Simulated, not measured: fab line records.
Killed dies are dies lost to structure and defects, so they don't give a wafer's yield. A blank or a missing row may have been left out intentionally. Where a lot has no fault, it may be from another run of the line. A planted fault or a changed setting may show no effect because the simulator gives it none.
The tool behind it: which one? | flow gf180mcu | 14 lots with 40 wafers sampled at 4 steps, on a route of 602 steps

## WHAT THE GAUGES READ, wafer by wafer
GF_VT_IMPLANT_OVL_MEAS_29. Usual: VT_IMPLANT_02_OVL -0.7 nm, standard deviation 1.1.
lot  | measured     | on         | VT_IMPLANT_02_OVL (nm) | flag
L198 | day 6 20:03  | overlay-02 | -0.1 1.2 0.1           |
L200 | day 7 11:52  | overlay-02 | 1.8 0.9                |
L201 | day 7 20:34  | overlay-02 | -1.2 -0.2              |
L202 | day 8 00:58  | overlay-01 | 0.2 -0.4 -1.2          |
L203 | day 8 10:31  | overlay-01 | 0.8 0.7 0.5            |
L209 | day 9 20:22  | overlay-01 | -1.9 -1.3 -0.1         |
L212 | day 10 21:48 | overlay-01 | -1.2 -0.9 -1.6         |
L213 | day 11 02:46 | overlay-02 | -2.7 -2.7 -2.8         |
L214 | day 11 04:47 | overlay-01 | -0.4 -1.0 -1.9         |
L215 | day 11 10:54 | overlay-02 | 0.3 0.4 0.2            |
L217 | day 12 03:55 | overlay-02 | -0.7 0.3 0.5           |
L218 | day 12 09:04 | overlay-01 | -1.1 -0.4 1.1          |
L219 | day 12 16:25 | overlay-02 | 0.6 0.7 0.4            |
L220 | day 12 20:17 | overlay-02 | -1.5 -0.9 -2.0         |

GF_POLY_GATE_CD_MEAS_18. Usual: 279.4 nm for cd_nm, sd 2.
lot  | measured     | on        | cd_nm (nm)        | flag
L198 | day 9 06:20  | cd_sem-01 | 279.9 280.4 279.2 |
L200 | day 10 00:42 | cd_sem-02 | 282.0 281.2       |
L201 | day 10 08:28 | cd_sem-01 | 281.7 277.4       |
L202 | day 10 19:01 | cd_sem-01 | 277.0 278.0 280.7 |
L203 | day 10 23:10 | cd_sem-01 | 282.4 279.3 280.8 |
L209 | day 12 11:42 | cd_sem-01 | 281.0 278.8 281.2 |
L212 | day 13 15:46 | cd_sem-02 | 281.5 280.0 282.9 |
L213 | day 13 22:06 | cd_sem-02 | 279.4 278.7 278.2 |
L214 | day 14 00:41 | cd_sem-01 | 280.0 279.3 277.3 |
L215 | day 14 07:47 | cd_sem-01 | 280.2 280.2 283.0 |
L217 | day 15 02:35 | cd_sem-01 | 280.1 280.8 283.6 |
L218 | day 15 07:09 | cd_sem-02 | 280.2 277.8 274.8 |
L219 | day 15 13:13 | cd_sem-02 | 280.2 280.4 279.8 |
L220 | day 15 23:19 | cd_sem-01 | 281.7 277.9 275.8 |

## TOOL THAT RAN EACH LOT (tool first, then ch and the chambers of the sampled wafers, then the start)
lot  | GF_POLY_GATE_SOFTBAKE_06          | GF_POLY_GATE_ETCH_12
L198 | litho_track-02 ch 0, day 8 19:00  | rie_diel-02 ch 0,1,2, day 9 03:52
L200 | litho_track-02 ch 0, day 9 13:00  | rie_diel-03 ch 0,1, day 9 22:31
L201 | litho_track-02 ch 0, day 9 21:00  | rie_diel-04 ch 0,2, day 10 06:37
L202 | litho_track-04 ch 0, day 10 07:00 | rie_diel-03 ch 0,1,2, day 10 16:31
L203 | litho_track-02 ch 0, day 10 12:00 | rie_diel-04 ch 0,1, day 10 21:28
L209 | litho_track-04 ch 0, day 12 00:00 | rie_diel-03 ch 0,1,3, day 12 10:08
L212 | litho_track-02 ch 0, day 13 03:00 | rie_diel-04 ch 0,2,3, day 13 14:13
L213 | litho_track-02 ch 0, day 13 09:00 | rie_diel-02 ch 0,3, day 13 19:34
L214 | litho_track-02 ch 0, day 13 11:00 | rie_diel-03 ch 0,1,2, day 13 22:01
L215 | litho_track-02 ch 0, day 13 20:00 | rie_diel-04 ch 0,1,3, day 14 06:13
L217 | litho_track-01 ch 0, day 14 14:00 | rie_diel-03 ch 0,1, day 15 00:58
L218 | litho_track-01 ch 0, day 14 18:00 | rie_diel-03 ch 0,1,2, day 15 05:34
L219 | litho_track-02 ch 0, day 15 00:00 | rie_diel-02 ch 1,3, day 15 11:39
L220 | litho_track-04 ch 0, day 15 09:00 | rie_diel-03 ch 0,3, day 15 20:34
- GF_POLY_GATE_SOFTBAKE_06: time 60 s.
- GF_POLY_GATE_ETCH_12: etches BARC in N2/H2.

## WHAT THE TOOLS THEMSELVES READ (means of the sampled wafers that have a number; where no wafer has one, the mark that the record gives instead)
GF_POLY_GATE_SOFTBAKE_06. Usual: chill_plate_temp_C 23.01 C, standard deviation 0.11; exhaust_pa 45.1 Pa, standard deviation 0.84; heater_power_total_W 93.05 W, standard deviation 0.057; run_length_s 89.34 s, standard deviation 0.21.
lot  | tool           | chill_plate_temp_C (C) | exhaust_pa (Pa) | heater_power_total_W (W) | run_length_s (s) | flag
L198 | litho_track-02 | 23.07                  | 43.9            | 93.04                    | 89.46            |
L200 | litho_track-02 | 22.93                  | 45.8            | 96.63                    | 83.50            | OFF
L201 | litho_track-02 | 23.04                  | 45.3            | 96.62                    | 83.29            | OFF
L202 | litho_track-04 | 23.01                  | 45.3            | 93.04                    | 89.13            |
L203 | litho_track-02 | 22.97                  | 44.8            | 95.45                    | 85.41            | OFF
L209 | litho_track-04 | 23.00                  | 45.3            | 93.04                    | 89.10            |
L212 | litho_track-02 | 22.89                  | 45.0            | 93.04                    | 89.53            |
L213 | litho_track-02 | 22.95                  | 45.4            | 93.06                    | 89.42            |
L214 | litho_track-02 | 23.12                  | 45.4            | 93.06                    | 89.45            |
L215 | litho_track-02 | 23.03                  | 45.0            | 93.06                    | 89.49            |
L217 | litho_track-01 | 22.92                  | 45.1            | 93.06                    | 89.04            |
L218 | litho_track-01 | 22.96                  | 45.4            | 93.08                    | 89.15            |
L219 | litho_track-02 | 22.93                  | 44.9            | 92.99                    | 89.55            |
L220 | litho_track-04 | 23.10                  | 44.3            | 93.08                    | 89.13            |

GF_POLY_GATE_ETCH_12. Usual: drypump_motor_current_A 5.7 A, standard deviation 0.31; oes_product_au 0.735 a.u., standard deviation 0.0047; rf_fwd_power_W 495.1 W, standard deviation 2; throttle_valve_pct 13.215 %, standard deviation 0.0088.
lot  | tool        | drypump_motor_current_A (A) | oes_product_au (a.u.) | rf_fwd_power_W (W) | throttle_valve_pct (%) | flag
L198 | rie_diel-02 | 5.6                         | 0.734                 | 495.9              | 13.223                 |
L200 | rie_diel-03 | 5.6                         | 0.733                 | 494.3              | 13.221                 |
L201 | rie_diel-04 | 6.0                         | 0.738                 | 493.3              | 13.216                 |
L202 | rie_diel-03 | 5.7                         | 0.733                 | 496.6              | 13.213                 |
L203 | rie_diel-04 | 5.6                         | 0.732                 | 497.6              | 13.217                 |
L209 | rie_diel-03 | 5.7                         | 0.736                 | 493.7              | 13.216                 |
L212 | rie_diel-04 | 5.9                         | 0.734                 | 495.2              | 13.217                 |
L213 | rie_diel-02 | 5.1                         | 0.733                 | 494.5              | 13.218                 |
L214 | rie_diel-03 | 5.7                         | 0.734                 | 495.5              | 13.208                 |
L215 | rie_diel-04 | 5.6                         | 0.736                 | 497.0              | 13.214                 |
L217 | rie_diel-03 | 5.6                         | 0.734                 | 494.8              | 13.212                 |
L218 | rie_diel-03 | 5.7                         | 0.736                 | 494.8              | 13.213                 |
L219 | rie_diel-02 | 5.5                         | 0.738                 | 493.6              | 13.215                 |
L220 | rie_diel-03 | 5.6                         | 0.737                 | 496.0              | 13.204                 |

## THE ANSWER, worked out from the rows above alone
Rule: take the mean of a lot's wafers that have a number; if it is more than 3 standard deviations from the usual mean, the lot is off. Also off: a lot with no number at a reading for which 4 or more lots have one. Any other lot the step has rows for is counted as sound. The gauges are gone through in route order, then the tools' own readings, and for those a lot's mean is taken as printed above. At the first step where some lot is off, the reading lying furthest off is the one used; lots without a number count as furthest.
Off: L200, L201, L203 (GF_POLY_GATE_SOFTBAKE_06, heater_power_total_W).
A tool fits if, at that step or a process step before it, it ran every lot that is off, and no sound lot after the first of them. Of those tried, none fits.

## WHAT THE SIMULATOR PUT IN
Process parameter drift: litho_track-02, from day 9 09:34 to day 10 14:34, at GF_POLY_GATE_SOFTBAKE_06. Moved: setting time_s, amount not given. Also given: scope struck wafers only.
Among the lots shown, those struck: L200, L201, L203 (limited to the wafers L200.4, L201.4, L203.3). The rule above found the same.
